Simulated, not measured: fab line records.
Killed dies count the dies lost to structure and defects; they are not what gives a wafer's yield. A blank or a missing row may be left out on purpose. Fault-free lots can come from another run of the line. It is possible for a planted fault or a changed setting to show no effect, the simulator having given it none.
Comparing a struck lot with a sound one	flow sky130	20 steps out of a route of 708
Sound: wafers L754.2, L754.3, L754.4. Struck: wafers L756.1, L756.3, L756.6. Last of all comes the cause.
Per side, at each step with rows, come the tool, then ch with its chambers, and then its first start. Under that, the readings that differ: sound wafers	struck wafers	difference of the means	sigmas: that difference in standard deviations of wafers without a fault.
alike: readings whose means differ by less than 2 such deviations, and words and numbers that are the same on both sides. not compared: withheld readings, readings that some wafer has no value for, bounds like >300 that may hide the same value, and numbers for which the record gives no deviation and whose values overlap.
Wherever a step has rows on one side only, a row that says differs or no value, or a row with sigmas, the two part there. When numbers do not overlap yet have no deviation, they are printed without sigmas and do not part them. Lack of a reading on every wafer of one side parts them only where that side has two or more wafers.

first, 6 steps without rows for these wafers: SKY_VT_ADJUST_PCH_HMDS_01 (prime time 60 s); SKY_VT_ADJUST_PCH_COAT_02 (resist thk 3000 nm); SKY_VT_ADJUST_PCH_SOFTBAKE_03; SKY_VT_ADJUST_PCH_EXPOSE_04 (exposes mask NWM, target cd 840 nm); SKY_VT_ADJUST_PCH_PEB_05; SKY_VT_ADJUST_PCH_DEVELOP_06 (develop time 60 s).
SKY_VT_ADJUST_PCH_OVL_MEAS_07:
  struck on overlay-02, day 13 05:49; sound on overlay-01, day 12 16:46
  alike: VT_ADJUST_PCH_OVL
next, for these wafers, 1 step has no rows: SKY_VT_ADJUST_PCH_IMPLANT_08.
SKY_VT_ADJUST_PCH_STRIP_09: strips in O2/N2.
  sound on plasma_asher-03 ch 0,1, day 12 16:57; struck on plasma_asher-02 ch 0,1, day 13 06:01
  alike: drypump_motor_current_A, oes_product_au, strip_time_to_endpoint_s
  not compared: rf_hours_counter_h
SKY_VT_ADJUST_PCH_TW_MEAS_10:
  struck on film_metro-02, day 13 06:07; sound on film_metro-01, day 12 17:04
  alike: VT_ADJUST_PCH_TW
then, 2 steps without rows for these wafers: SKY_SONOS_TUNNEL_DEHYDRATE_00 (time 60 s); SKY_SONOS_TUNNEL_HMDS_01 (prime time 60 s).
SKY_SONOS_TUNNEL_COAT_02: resist thk 1140 nm.
  struck on litho_track-02, day 13 17:52; sound on litho_track-02 ch 0, day 13 05:26
  no value came back on the struck wafers for chill_plate_temp_C (C), dispense_pressure_kPa (kPa); on the sound wafers chill_plate_temp_C (C) reads 23.01 23.14 23.00
then, 4 steps without rows for these wafers: SKY_SONOS_TUNNEL_SOFTBAKE_03 (time 60 s); SKY_SONOS_TUNNEL_EXPOSE_04 (exposes mask TUNM, target cd 410 nm); SKY_SONOS_TUNNEL_PEB_05; SKY_SONOS_TUNNEL_DEVELOP_06 (develop time 60 s).
SKY_SONOS_TUNNEL_CD_MEAS_07: the cd target is 410 nm.
  struck on cd_sem-01, day 14 07:22; sound on cd_sem-02, day 13 17:02
reading	sound	struck	difference	sigmas
cd_nm (nm)	408.7 407.9 408.1	- - -	no value on the struck wafers	
SKY_SONOS_TUNNEL_OVL_MEAS_08:
  struck on overlay-02, day 14 07:29; sound on overlay-02, day 13 17:09
reading	sound	struck	difference	sigmas
SONOS_TUNNEL_OVL (nm)	1.4 -0.4 -0.4	- - -	no value on the struck wafers	
-- record jumps: 34 days separate the struck wafers' starts on either side; left off in module SONOS_TUNNEL, taken up again in module PAD_OPEN, whose first shown step is the route's number 708 --
SKY_PAD_OPEN_PROBE_99:
  record: rows for the struck wafers here (prober-02, day 48 01:12), none for the sound ones

WHERE THEY PART
Earliest at SKY_SONOS_TUNNEL_COAT_02; latest, in this record, at SKY_PAD_OPEN_PROBE_99.

WHY: what the simulator had put in
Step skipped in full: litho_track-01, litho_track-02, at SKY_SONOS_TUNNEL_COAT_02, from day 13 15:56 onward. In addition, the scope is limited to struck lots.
